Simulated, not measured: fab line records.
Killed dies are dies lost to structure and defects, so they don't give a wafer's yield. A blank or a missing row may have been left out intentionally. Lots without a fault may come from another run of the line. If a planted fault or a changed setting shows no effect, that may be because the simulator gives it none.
One fault seen from 2 desks :: flow gf180mcu :: each desk holds nothing but its own numbers, with what lay behind them at the end

== FROM THE METROLOGY DESK ==
Means of the sampled wafers that have a number, per lot and without regard to the tool the lot ran on: this is what the gauges read. Any lot whose mean is over 4 standard deviations away from the usual mean is out of limits and marked OUT; that distance is given in the brackets.
Columns: A = LVPWELL_OVL at GF_LVPWELL_OVL_MEAS_07, usual 1.3 nm; B = VT_IMPLANT_TW at GF_VT_IMPLANT_TW_MEAS_10, usual 564; C = VT_IMPLANT_3_TW at GF_VT_IMPLANT_TW_MEAS_32, usual 268.1; D = MVPSD_RS at GF_VT_IMPLANT_RS_MEAS_49, usual 1169.5 ohm/sq
lot: L766
first seen here: day 4 02:55
A: 2.0
B: 565
C: 268.4
D: 1170.3

lot: L770
first seen here: day 5 02:46
A: 2.0
B: 564
C: 266.9
D: 1165.3

lot: L771
first seen here: day 5 05:56
A: 0.7
B: 564
C: 269.8
D: 1168.9

lot: L772
first seen here: day 5 12:25
A: 2.0
B: 570
C: 267.2
D: 1171.2

lot: L774
first seen here: day 5 23:58
A: -0.5
B: 564
C: 269.2
D: 1167.9

lot: L776
first seen here: day 6 13:25
A: -0.4
B: 560
C: 268.9
D: 1168.5

lot: L778
first seen here: day 6 21:48
A: 1.0
B: 560
C: 271.4
D: 1169.2

lot: L782
first seen here: day 7 19:49
A: 0.2
B: 564
C: 265.7
D: 1197.1 (+10) OUT

lot: L783
first seen here: day 8 00:53
A: 2.4
B: 556
C: 270.8
D: 1197.2 (+10) OUT

lot: L784
first seen here: day 8 08:22
A: 1.9
B: 567
C: 270.8
D: 1168.9

lot: L785
first seen here: day 8 14:18
A: 1.2
B: 571
C: 269.8
D: 1169.8

lot: L786
first seen here: day 8 22:31
A: 1.7
B: 568
C: 269.7
D: 1168.0

lot: L787
first seen here: day 9 02:17
A: 0.4
B: 567
C: 266.5
D: 1173.5

lot: L788
first seen here: day 9 06:43
A: 3.0
B: 559
C: 266.3
D: 1169.9
This desk's finding: out of limits on L782, L783; first on L782, day 12 05:59 (MVPSD_RS at GF_VT_IMPLANT_RS_MEAS_49). In limits: L766, L770, L771, L772, L774, L776, L778, L784, L785, L786, L787, L788.

== FOR THE TOOL OWNER'S DESK: implanter-03 ==
The tool's own readings at GF_MVPSD_IMPLANT_08: means of the sampled wafers that have a number, for each lot that ran on this tool. Any lot whose mean is over 4 standard deviations away from the usual mean is out of limits and marked OUT; that distance is given in the brackets.
Columns: A = beamEnergyKeV at GF_MVPSD_IMPLANT_08, usual 169.99; B = doseIonsCm2 at GF_MVPSD_IMPLANT_08, usual 1.5001e+13
lot: L774
first seen here: day 7 06:26
A: 169.97
B: 1.5003e+13

lot: L776
first seen here: day 7 19:31
A: 170.02
B: 1.5008e+13

lot: L778
first seen here: day 8 06:00
A: 170.04
B: 1.5002e+13

lot: L782
first seen here: day 9 05:50
A: 170.04
B: 1.4327e+13 (-45) OUT

lot: L783
first seen here: day 9 10:58
A: 169.97
B: 1.4333e+13 (-45) OUT
This desk finds L782, L783 out of limits, L782 being first, at day 9 05:50 (doseIonsCm2 at GF_MVPSD_IMPLANT_08). In limits: L774, L776, L778.

== TAKEN TOGETHER ==
At day 9 05:50, on L782, L783, the tool owner's desk was in a position to raise an alarm.
On L782, L783, the metrology desk was in a position to raise an alarm at day 12 05:59.
Of the lots named, all ran GF_MVPSD_IMPLANT_08 on implanter-03.

== WHAT WAS PUT IN BY THE SIMULATOR ==
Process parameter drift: implanter-03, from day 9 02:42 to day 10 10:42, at GF_MVPSD_IMPLANT_08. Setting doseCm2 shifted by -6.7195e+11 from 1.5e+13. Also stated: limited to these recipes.
Struck lots among those shown: L782, L783.
Counting hours from when the fault started, the first reading out of limits came at 3 for the tool owner's desk and at 75 for the metrology desk.
